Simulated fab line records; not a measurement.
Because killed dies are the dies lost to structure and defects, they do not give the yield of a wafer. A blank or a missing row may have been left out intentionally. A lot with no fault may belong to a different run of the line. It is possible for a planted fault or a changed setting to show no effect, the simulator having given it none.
The tool behind it: which one? || flow gf180mcu || 14 lots, 42 wafers sampled, at 4 steps of a route of 602

WHAT EACH GAUGE READ, for each wafer
GF_M5_OVL_MEAS_08.
{"lot": "L716", "measured": "day 26 08:40", "on": "overlay-01", "M5_OVL (nm)": "9 0 2"}
{"lot": "L718", "measured": "day 27 04:40", "on": "overlay-02", "M5_OVL (nm)": "-5 -10 0"}
{"lot": "L719", "measured": "day 27 08:00", "on": "overlay-02", "M5_OVL (nm)": "-1 -5 -3"}
{"lot": "L720", "measured": "day 27 23:05", "on": "overlay-01", "M5_OVL (nm)": "0 -9 -2"}
{"lot": "L721", "measured": "day 27 23:38", "on": "overlay-02", "M5_OVL (nm)": "-4 -1 -7"}
{"lot": "L722", "measured": "day 28 15:44", "on": "overlay-01", "M5_OVL (nm)": "1 5 5"}
{"lot": "L723", "measured": "day 28 21:02", "on": "overlay-01", "M5_OVL (nm)": "7 7 8"}
{"lot": "L724", "measured": "day 29 11:33", "on": "overlay-01", "M5_OVL (nm)": "2 4 4"}
{"lot": "L725", "measured": "day 29 15:26", "on": "overlay-01", "M5_OVL (nm)": "-9 -7 -6"}
{"lot": "L730", "measured": "day 31 08:05", "on": "overlay-01", "M5_OVL (nm)": "2 1 3"}
{"lot": "L732", "measured": "day 31 11:11", "on": "overlay-01", "M5_OVL (nm)": "1 2 -1"}
{"lot": "L733", "measured": "day 32 04:56", "on": "overlay-02", "M5_OVL (nm)": "-4 -1 -13"}
{"lot": "L734", "measured": "day 32 03:48", "on": "overlay-01", "M5_OVL (nm)": "-8 -18 -18"}
{"lot": "L738", "measured": "day 33 00:56", "on": "overlay-02", "M5_OVL (nm)": "14 11 8"}

GF_V5_THK_MEAS_03.
{"lot": "L716", "measured": "day 26 09:46", "on": "filmMetro-03", "V5_CVD_02_THK (nm)": "1429 1450 1455"}
{"lot": "L718", "measured": "day 27 05:42", "on": "filmMetro-04", "V5_CVD_02_THK (nm)": "1466 1483 1472"}
{"lot": "L719", "measured": "day 27 08:55", "on": "filmMetro-02", "V5_CVD_02_THK (nm)": "1421 1416 1452"}
{"lot": "L720", "measured": "day 28 00:00", "on": "filmMetro-02", "V5_CVD_02_THK (nm)": "1444 1436 1455"}
{"lot": "L721", "measured": "day 28 00:33", "on": "filmMetro-04", "V5_CVD_02_THK (nm)": "1444 1426 1458"}
{"lot": "L722", "measured": "day 28 16:47", "on": "filmMetro-02", "V5_CVD_02_THK (nm)": "1448 1463 1469"}
{"lot": "L723", "measured": "day 28 21:57", "on": "filmMetro-03", "V5_CVD_02_THK (nm)": "1447 1448 1468"}
{"lot": "L724", "measured": "day 29 12:33", "on": "filmMetro-03", "V5_CVD_02_THK (nm)": "1443 1445 1465"}
{"lot": "L725", "measured": "day 29 16:23", "on": "filmMetro-04", "V5_CVD_02_THK (nm)": "1446 1458 1469"}
{"lot": "L730", "measured": "day 31 09:00", "on": "filmMetro-04", "V5_CVD_02_THK (nm)": "1472 1466 1508"}
{"lot": "L732", "measured": "day 31 12:19", "on": "filmMetro-02", "V5_CVD_02_THK (nm)": "1463 1436 1466"}
{"lot": "L733", "measured": "day 32 06:10", "on": "filmMetro-04", "V5_CVD_02_THK (nm)": "1438 1434 1468"}
{"lot": "L734", "measured": "day 32 05:10", "on": "filmMetro-04", "V5_CVD_02_THK (nm)": "1437 1459 1465"}
{"lot": "L738", "measured": "day 33 01:59", "on": "filmMetro-04", "V5_CVD_02_THK (nm)": "1446 1455 1474"}

TOOL THAT RAN EACH LOT (tool first, then ch and the chambers of the sampled wafers, then the start)
{"lot": "L716", "GF_DUAL_GATE_OXIDATION_02": "furnace-02 ch 0, day 7 17:13", "GF_M5_ETCH_09": "rieDiel-01 ch 0,2, day 26 08:41"}
{"lot": "L718", "GF_DUAL_GATE_OXIDATION_02": "furnace-02 ch 0, day 8 04:38", "GF_M5_ETCH_09": "rieDiel-01 ch 0,1,3, day 27 04:42"}
{"lot": "L719", "GF_DUAL_GATE_OXIDATION_02": "furnace-02 ch 0, day 8 10:25", "GF_M5_ETCH_09": "rieDiel-01 ch 0,2,3, day 27 08:02"}
{"lot": "L720", "GF_DUAL_GATE_OXIDATION_02": "furnace-01 ch 0, day 8 18:31", "GF_M5_ETCH_09": "rieDiel-01 ch 1,2, day 27 23:07"}
{"lot": "L721", "GF_DUAL_GATE_OXIDATION_02": "furnace-02 ch 0, day 9 01:02", "GF_M5_ETCH_09": "rieDiel-03 ch 0,2,3, day 27 23:40"}
{"lot": "L722", "GF_DUAL_GATE_OXIDATION_02": "furnace-01 ch 0, day 9 07:43", "GF_M5_ETCH_09": "rieDiel-04 ch 1,2, day 28 15:46"}
{"lot": "L723", "GF_DUAL_GATE_OXIDATION_02": "furnace-02 ch 0, day 9 15:32", "GF_M5_ETCH_09": "rieDiel-04 ch 1,2,3, day 28 21:04"}
{"lot": "L724", "GF_DUAL_GATE_OXIDATION_02": "furnace-01 ch 0, day 9 21:31", "GF_M5_ETCH_09": "rieDiel-01 ch 0,2, day 29 11:35"}
{"lot": "L725", "GF_DUAL_GATE_OXIDATION_02": "furnace-01 ch 0, day 10 05:14", "GF_M5_ETCH_09": "rieDiel-03 ch 1,2, day 29 15:28"}
{"lot": "L730", "GF_DUAL_GATE_OXIDATION_02": "furnace-01 ch 0, day 12 02:10", "GF_M5_ETCH_09": "rieDiel-01 ch 0,1,2, day 31 08:07"}
{"lot": "L732", "GF_DUAL_GATE_OXIDATION_02": "furnace-02 ch 0, day 12 06:56", "GF_M5_ETCH_09": "rieDiel-04 ch 0,1,2, day 31 11:13"}
{"lot": "L733", "GF_DUAL_GATE_OXIDATION_02": "furnace-01 ch 0, day 12 22:28", "GF_M5_ETCH_09": "rieDiel-03 ch 0,1,3, day 32 04:58"}
{"lot": "L734", "GF_DUAL_GATE_OXIDATION_02": "furnace-01 ch 0, day 12 22:28", "GF_M5_ETCH_09": "rieDiel-04 ch 0,2,3, day 32 03:50"}
{"lot": "L738", "GF_DUAL_GATE_OXIDATION_02": "furnace-02 ch 0, day 14 01:13", "GF_M5_ETCH_09": "rieDiel-01 ch 1,3, day 33 00:58"}
- GF_DUAL_GATE_OXIDATION_02: stabilise 600 s, purge 300 s, target thk 10.887 nm.
- GF_M5_ETCH_09: etches Si3N4 in CF4/O2, target depth 52 nm, time 11.6 s.

WHAT THE TOOLS THEMSELVES READ (means of the sampled wafers that have a number; where no wafer has one, the mark that the record gives instead)
GF_DUAL_GATE_OXIDATION_02.
{"lot": "L716", "tool": "furnace-02", "oxTempCMax": 903.9, "spikeTcCentreC (C)": 900.6, "spikeTcTopC (C)": 907.6}
{"lot": "L718", "tool": "furnace-02", "oxTempCMax": 903.1, "spikeTcCentreC (C)": 901.6, "spikeTcTopC (C)": 908.4}
{"lot": "L719", "tool": "furnace-02", "oxTempCMax": 904.0, "spikeTcCentreC (C)": 901.9, "spikeTcTopC (C)": 907.7}
{"lot": "L720", "tool": "furnace-01", "oxTempCMax": 902.5, "spikeTcCentreC (C)": 900.4, "spikeTcTopC (C)": 909.5}
{"lot": "L721", "tool": "furnace-02", "oxTempCMax": 903.4, "spikeTcCentreC (C)": 901.0, "spikeTcTopC (C)": 907.8}
{"lot": "L722", "tool": "furnace-01", "oxTempCMax": 902.3, "spikeTcCentreC (C)": 899.3, "spikeTcTopC (C)": 911.3}
{"lot": "L723", "tool": "furnace-02", "oxTempCMax": 903.6, "spikeTcCentreC (C)": 901.5, "spikeTcTopC (C)": 908.5}
{"lot": "L724", "tool": "furnace-01", "oxTempCMax": 901.7, "spikeTcCentreC (C)": 899.8, "spikeTcTopC (C)": 911.5}
{"lot": "L725", "tool": "furnace-01", "oxTempCMax": 902.3, "spikeTcCentreC (C)": 900.8, "spikeTcTopC (C)": 910.5}
{"lot": "L730", "tool": "furnace-01", "oxTempCMax": 902.3, "spikeTcCentreC (C)": 900.7, "spikeTcTopC (C)": 910.1}
{"lot": "L732", "tool": "furnace-02", "oxTempCMax": 903.3, "spikeTcCentreC (C)": 902.1, "spikeTcTopC (C)": 907.9}
{"lot": "L733", "tool": "furnace-01", "oxTempCMax": 902.5, "spikeTcCentreC (C)": 900.4, "spikeTcTopC (C)": 910.5}
{"lot": "L734", "tool": "furnace-01", "oxTempCMax": 902.6, "spikeTcCentreC (C)": 900.3, "spikeTcTopC (C)": 909.3}
{"lot": "L738", "tool": "furnace-02", "oxTempCMax": 903.8, "spikeTcCentreC (C)": 902.4, "spikeTcTopC (C)": 909.5}

GF_M5_ETCH_09.
{"lot": "L716", "tool": "rieDiel-01", "drypumpMotorCurrentA (A)": 5.48, "oesProductAu (a.u.)": 0.988, "throttleValvePct (%)": 5.967}
{"lot": "L718", "tool": "rieDiel-01", "drypumpMotorCurrentA (A)": 5.69, "oesProductAu (a.u.)": 0.995, "throttleValvePct (%)": 5.968}
{"lot": "L719", "tool": "rieDiel-01", "drypumpMotorCurrentA (A)": 5.65, "oesProductAu (a.u.)": 0.994, "throttleValvePct (%)": 5.954}
{"lot": "L720", "tool": "rieDiel-01", "drypumpMotorCurrentA (A)": 5.54, "oesProductAu (a.u.)": 0.993, "throttleValvePct (%)": 5.974}
{"lot": "L721", "tool": "rieDiel-03", "drypumpMotorCurrentA (A)": 5.82, "oesProductAu (a.u.)": 0.992, "throttleValvePct (%)": 5.970}
{"lot": "L722", "tool": "rieDiel-04", "drypumpMotorCurrentA (A)": 5.56, "oesProductAu (a.u.)": 0.984, "throttleValvePct (%)": 5.962}
{"lot": "L723", "tool": "rieDiel-04", "drypumpMotorCurrentA (A)": 5.74, "oesProductAu (a.u.)": 0.990, "throttleValvePct (%)": 5.960}
{"lot": "L724", "tool": "rieDiel-01", "drypumpMotorCurrentA (A)": 5.46, "oesProductAu (a.u.)": 0.986, "throttleValvePct (%)": 5.966}
{"lot": "L725", "tool": "rieDiel-03", "drypumpMotorCurrentA (A)": 5.95, "oesProductAu (a.u.)": 0.997, "throttleValvePct (%)": 5.975}
{"lot": "L730", "tool": "rieDiel-01", "drypumpMotorCurrentA (A)": 5.51, "oesProductAu (a.u.)": 1.000, "throttleValvePct (%)": 5.968}
{"lot": "L732", "tool": "rieDiel-04", "drypumpMotorCurrentA (A)": 5.82, "oesProductAu (a.u.)": 0.990, "throttleValvePct (%)": 5.959}
{"lot": "L733", "tool": "rieDiel-03", "drypumpMotorCurrentA (A)": 5.96, "oesProductAu (a.u.)": 1.000, "throttleValvePct (%)": 5.961}
{"lot": "L734", "tool": "rieDiel-04", "drypumpMotorCurrentA (A)": 5.86, "oesProductAu (a.u.)": 1.009, "throttleValvePct (%)": 5.970}
{"lot": "L738", "tool": "rieDiel-01", "drypumpMotorCurrentA (A)": 5.72, "oesProductAu (a.u.)": 1.004, "throttleValvePct (%)": 5.968}

THE ANSWER, worked out from the rows above alone
Rule: the lots themselves supply what counts as usual. Put in order of their means at a reading, lots are off if they are a third of the lots or fewer, leave a main group of 4 or more, and stand apart from it by a gap of 3 or more times the standard deviation of the main group's means; of several such gaps the widest counts. Not used: any main group whose means are identical at the precision the tables above print for the reading. A lot without any number at a reading at which 4 lots or more have one is off too. The other lots that the step has rows for count as sound. After the gauges, taken in route order, come the tools' own readings; for these a lot's mean is taken, as printed above. The first step at which some lot is off is used, and at that step the reading that is off furthest; a lot without a number counts as furthest.
Nothing can be told from this: no lot is off at any reading shown.

WHAT HAD BEEN PUT IN BY THE SIMULATOR
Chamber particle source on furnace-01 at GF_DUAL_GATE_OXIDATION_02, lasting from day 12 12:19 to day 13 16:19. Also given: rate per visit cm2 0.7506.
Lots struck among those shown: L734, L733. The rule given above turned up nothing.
